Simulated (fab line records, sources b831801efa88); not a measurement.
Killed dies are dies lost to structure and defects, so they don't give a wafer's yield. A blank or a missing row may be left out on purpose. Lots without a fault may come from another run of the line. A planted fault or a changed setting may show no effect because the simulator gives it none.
Chamber matching | flow gf180mcu | GF_V1_CMP_04 on cmp-02: 4 sister chambers
The step polishes SiO2. 7 wafers are shown with their chamber, then 7 later ones without.

WAFERS WITH THEIR CHAMBER
wafer  | chamber | motor_current_A (A) | time_to_endpoint_s (s)
L304.6 | 1       | 9.8                 | 75
L306.4 | 1       | 10.0                | 72
L309.1 | 0       | 13.2                | 73
L309.2 | 3       | 13.0                | 80
L309.5 | 2       | 12.8                | 79
L316.1 | 3       | 12.4                | 79
L316.3 | 2       | 12.3                | 77

WAFERS WITHOUT THEIR CHAMBER
wafer  | motor_current_A (A) | time_to_endpoint_s (s)
L316.5 | 13.2                | 80
L319.2 | 13.1                | 78
L319.4 | 10.0                | 74
L319.5 | 12.6                | 83
L320.2 | 9.8                 | 75
L320.4 | 12.8                | 80
L320.6 | 12.5                | 81

WHICH CHAMBER EACH WENT THROUGH
wafer  | from the rows above          | in truth
L316.5 | can't be placed: 3 or 2      | 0
L319.2 | can't be placed: 3 or 2 or 0 | 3
L319.4 | 1                            | 1
L319.5 | can't be placed: 3 or 2      | 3
L320.2 | 1                            | 1
L320.4 | can't be placed: 3 or 2      | 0
L320.6 | can't be placed: 3 or 2      | 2
Placed correctly: 2 of 7. Can't be placed from these rows: 5 (the true chamber is among the candidates in 3). Placed wrongly: 0.
How it was worked out, from the rows above alone: a wafer's distance from a chamber is the root of the sum, over the readings, of the square of ((its reading less the chamber's mean) divided by the reading's scatter). The wafer belongs to the nearest chamber; if the next one is less than 2 further off, it can't be placed. A chamber's mean is the mean of its shown wafers. The scatter: the root of (the sum of the squares of (reading less its chamber's mean) over the shown wafers, divided by (wafers less chambers)).
